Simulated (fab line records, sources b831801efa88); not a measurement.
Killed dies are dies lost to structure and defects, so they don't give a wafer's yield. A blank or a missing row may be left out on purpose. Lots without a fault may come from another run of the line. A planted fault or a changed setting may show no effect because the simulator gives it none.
A struck lot beside a sound one | flow sky130 | 16 steps out of a route of 708
Sound: wafers L419.2, L419.4, L419.6. Struck: wafer L414.4. (L414.2, L414.5 of the same lot were not struck and are left out.) The cause comes at the end.
At each step with rows: each side's tool, then ch and its chambers, then its first start. Under that, the readings that differ: sound wafers | struck wafers | difference of the means | sigmas: that difference in standard deviations of wafers without a fault.
alike: readings whose means differ by less than 2 such deviations, and words and numbers that are the same on both sides. not compared: withheld readings, readings that some wafer has no value for, bounds like >300 that may hide the same value, and numbers for which the record gives no deviation and whose values overlap.
The two part at a step that has a row with sigmas, a row that says differs or no value, or rows on one side only. Numbers that don't overlap but have no deviation are shown without sigmas and don't part them. A reading that every wafer of one side lacks parts them only if that side has two wafers or more.

SKY_POLY_GATE_THK_MEAS_04:
  sound on film_metro-01, day 22 01:22; struck on film_metro-01, day 19 19:20
  alike: POLY_GATE_CVD_03_THK
then, 8 steps without rows for these wafers: SKY_POLY_GATE_DEHYDRATE_05 (time 60 s); SKY_POLY_GATE_HMDS_06 (prime time 60 s); SKY_POLY_GATE_COAT_07 (resist thk 110 nm); SKY_POLY_GATE_COAT_08 (resist thk 450 nm); SKY_POLY_GATE_SOFTBAKE_09 (time 90 s); SKY_POLY_GATE_EXPOSE_10 (exposes mask P1M, target cd 150 nm); SKY_POLY_GATE_PEB_11; SKY_POLY_GATE_DEVELOP_12 (develop time 60 s).
SKY_POLY_GATE_CD_MEAS_13: target cd 150 nm.
  sound on cd_sem-02, day 23 08:13; struck on cd_sem-02, day 21 02:16
  alike: cd_nm
SKY_POLY_GATE_OVL_MEAS_14:
  sound on overlay-01, day 23 08:19; struck on overlay-02, day 21 02:22
  alike: POLY_GATE_OVL
SKY_POLY_GATE_ETCH_15: etches BARC in N2/H2, stops on SiO2, time 118.5 s, target depth 110 nm.
  sound on rie_diel-04 ch 1,2,3, day 23 08:20; struck on rie_diel-02 ch 3, day 21 02:24
  reading               | sound             | struck | difference | sigmas
  oes_product_au (a.u.) | 0.722 0.725 0.717 | 0.710  | -0.011     | -2
  alike: drypump_motor_current_A, run_length_s, throttle_valve_pct
  not compared: rf_hours_counter_h
SKY_POLY_GATE_ETCH_16: etches Si3N4 in CH3F/O2, stops on poly-Si, time 147.5 s, target depth 75 nm.
  sound on rie_diel-04 ch 1,2,3, day 23 08:25; struck on rie_diel-02 ch 3, day 21 02:29
  reading                                          | sound             | struck | difference | sigmas
  oes_product_au (a.u.)                            | 0.644 0.638 0.643 | 0.679  | +0.037     | +7
  run_length_s (s)                                 | 175.9 175.4 175.5 | 164.4  | -11.2      | -23
  model.KrF-thick_of_POLY_GATE_COAT_08.thk_nm (nm) | 239.6 237.6 233.3 | 240.2  | +3.4       |
  alike: drypump_motor_current_A, throttle_valve_pct
  not compared: rf_hours_counter_h
SKY_POLY_GATE_ETCH_17: etches poly-Si in HBr/Cl2, stops on SiO2, target depth 180 nm, time 70.5 s.
  sound on rie_si-01 ch 0,1, day 23 08:31; struck on rie_si-01 ch 1, day 21 02:35
  reading                                          | sound             | struck | difference | sigmas
  model.KrF-thick_of_POLY_GATE_COAT_08.thk_nm (nm) | 146.7 144.7 140.3 | 147.2  | +3.3       |
  alike: drypump_motor_current_A, oes_product_au, run_length_s, throttle_valve_pct
  not compared: rf_hours_counter_h
SKY_POLY_GATE_STRIP_18: strips in O2/N2.
  sound on plasma_asher-02 ch 0,1, day 23 08:35; struck on plasma_asher-01 ch 1, day 21 02:38
  alike: drypump_motor_current_A, oes_product_au, strip_time_to_endpoint_s
  not compared: rf_hours_counter_h
-- the record jumps here: 28 days lie between the struck wafers' starts before and after (it left off in module POLY_GATE and takes up again in module PAD_OPEN, whose first step shown is number 708 of the route) --
SKY_PAD_OPEN_PROBE_99:
  sound on prober-01, day 50 05:26; struck on prober-01, day 48 20:04
  alike: killed_at_M0_to_M3, killed_at_M4_up, killed_at_contacts, killed_at_front_end, killed_at_other, killed_dies, killed_open, killed_short

WHERE THEY PART
First at SKY_POLY_GATE_ETCH_15; last, within this record, at SKY_POLY_GATE_ETCH_16. Later steps at which nothing parts them and some readings are alike: SKY_POLY_GATE_ETCH_17, SKY_POLY_GATE_STRIP_18, SKY_PAD_OPEN_PROBE_99.

WHY: what the simulator had put in
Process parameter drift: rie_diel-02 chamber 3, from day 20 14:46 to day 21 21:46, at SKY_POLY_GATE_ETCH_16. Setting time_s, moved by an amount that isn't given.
